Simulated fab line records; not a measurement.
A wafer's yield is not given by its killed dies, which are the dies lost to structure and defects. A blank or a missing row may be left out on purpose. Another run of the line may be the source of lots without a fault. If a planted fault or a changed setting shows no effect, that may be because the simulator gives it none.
Which of the tools did it? | flow gf180mcu | 7 lots (21 wafers sampled), 1 step of a 602-step route

== WHAT THE GAUGES READ, wafer by wafer ==
GF_STI_THK_MEAS_22.
lot  | measured    | on            | STI_OXIDATION_01_THK (nm)
L913 | day 2 08:16 | film-metro-01 | 16.1 15.8 15.8
L917 | day 3 06:28 | film-metro-02 | 16.3 16.2 16.1
L920 | day 3 20:53 | film-metro-02 | 16.2 16.1 16.1
L927 | day 5 09:53 | film-metro-01 | 15.8 15.9 16.0
L930 | day 5 23:43 | film-metro-02 | 15.5 15.7 15.8
L933 | day 6 16:41 | film-metro-03 | 15.9 15.8 15.8
L935 | day 7 01:25 | film-metro-01 | 15.8 15.7 15.8

== WHICH TOOL RAN EACH LOT (tool, then ch and the chambers of the sampled wafers, then the start) ==
Before these readings, the record contains no process step.

== THE ANSWER, worked out from the rows above alone ==
Rule: the lots themselves supply what counts as usual. The widest of any qualifying gaps counts: lots, ordered by their means at a reading, are off when they make up no more than a third of the lots, leave a main group of 4 or more, and stand apart from it by 3 or more times the standard deviation of that group's means. A main group whose means are all the same, to the digits that the tables above print for the reading, isn't used. A lot without any number at a reading at which 4 lots or more have one is off too. Where the step has rows for the other lots, those lots are counted as sound.
None of the lots is off at any reading shown; this tells nothing.

== WHAT THE SIMULATOR HAD INSERTED ==
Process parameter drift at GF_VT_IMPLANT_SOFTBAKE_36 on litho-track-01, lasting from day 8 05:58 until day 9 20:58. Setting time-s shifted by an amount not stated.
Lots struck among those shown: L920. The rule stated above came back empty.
